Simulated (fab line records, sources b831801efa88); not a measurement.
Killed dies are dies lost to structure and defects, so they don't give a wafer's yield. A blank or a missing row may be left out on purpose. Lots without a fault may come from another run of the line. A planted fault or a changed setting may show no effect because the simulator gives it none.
Problem report in the 8D (eight disciplines) form, filled by code | flow gf180mcu | the parts of the form that need people (team, actions taken, sign-off) are left out

1. THE PROBLEM
TOP_METAL_ALCU_RS at GF_TOP_METAL_RS_MEAS_05 reads a mean of 0.1140 ohm/sq on 6 wafers of 2 lots; wafers without a fault read 0.0327 ohm/sq with a standard deviation of 0.00031. That is +99 or more standard deviations from the usual mean.
The step: measures by four-point-probe.
First seen on wafer L499.1, day 33 06:50, on film_metro-03. The record holds 39 wafers of 13 lots with a number at this step. Rule for "out", or "out of limits": more than 4 standard deviations from the usual mean. The other wafers with a number count as sound.

2. WHAT IT IS AND WHAT IT IS NOT
question                    | is                           | is not
which readings at this step | TOP_METAL_ALCU_RS            | -
which lots                  | L499, L500                   | L477, L481, L483, L484, L485, L486, L487, L488, L489, L490, L491
which wafers of those lots  | all that have a number       | -
read on which gauges        | film_metro-01, film_metro-03 | film_metro-02
when                        | from day 33 06:50            | up to then (33 sound wafers)

3. SUSPECTS, AND WHAT RULES EACH OUT
Counting: a tool at a process step up to the reading stays a suspect if it ran every lot that is out and no sound lot after the first of them.
- the gauge at GF_TOP_METAL_RS_MEAS_05: ruled out. The wafers that are out were read on 2 gauges (film_metro-01, film_metro-03).
- pvd_sputter-03 at GF_TOP_METAL_SPUTTER_02 (material AlCu, target thk 900 nm, time 47.82 s): kept. It ran every lot that is out, first L499 (day 33 06:44), and no sound lot after that; its last sound lot up to then is L485 (day 29 21:50).
Left after counting: pvd_sputter-03 at GF_TOP_METAL_SPUTTER_02.

4. THE CAUSE (what the simulator had put in)
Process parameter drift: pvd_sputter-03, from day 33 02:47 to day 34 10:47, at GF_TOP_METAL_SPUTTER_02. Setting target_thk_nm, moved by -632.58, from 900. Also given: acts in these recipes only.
Counting left only this tool.

5. THE CHAIN OF EFFECTS, in route order
Each row: a reading whose mean over the struck wafers that have a number lies more than 3 standard deviations from the usual. Only readings for which the record gives a usual standard deviation are gone through. hours: the time from each lot's start at the first step in this table that gives one to its start at this step, as a median over the lots. sigmas: the change in usual standard deviations.
hours | step                       | reading            | usual         | on struck wafers | change  | sigmas
0     | GF_TOP_METAL_RS_MEAS_05    | TOP_METAL_ALCU_RS  | 0.0327 ohm/sq | 0.1140           | +0.0813 | +99 or more
0     | GF_TOP_METAL_THK_MEAS_06   | TOP_METAL_ALCU_THK | 908 nm        | 266              | -642    | -58
15    | GF_TOP_METAL_METAL_ETCH_16 | oes_product_au     | 0.966 a.u.    | 0.601            | -0.365  | -51
15    | GF_TOP_METAL_METAL_ETCH_16 | throttle_valve_pct | 28.257 %      | 28.659           | +0.402  | +45
32    | GF_PASSIVATION_BOW_MEAS_14 | PASSIVATION_BOW    | 134 um        | 176              | +42     | +3.8
The process steps in it:
- GF_TOP_METAL_METAL_ETCH_16: etches the open film in Cl2/BCl3, stops on SiO2, target depth 1077.5 nm, time 179.6 s.

6. WHAT WOULD HAVE CAUGHT IT SOONER
In this record the first reading out of limits at a measuring or inspecting step was taken at day 33 06:50, 4 hours after the fault began at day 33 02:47.
Of the tool readings at GF_TOP_METAL_SPUTTER_02 for which the record gives a usual standard deviation, none was out on any struck wafer, so an alarm limit of 4 standard deviations on them would not have fired.
Of the lots that are out (2), L500 began GF_TOP_METAL_SPUTTER_02 on pvd_sputter-03 after day 33 06:50. A hold on the tool at that time would have spared it.
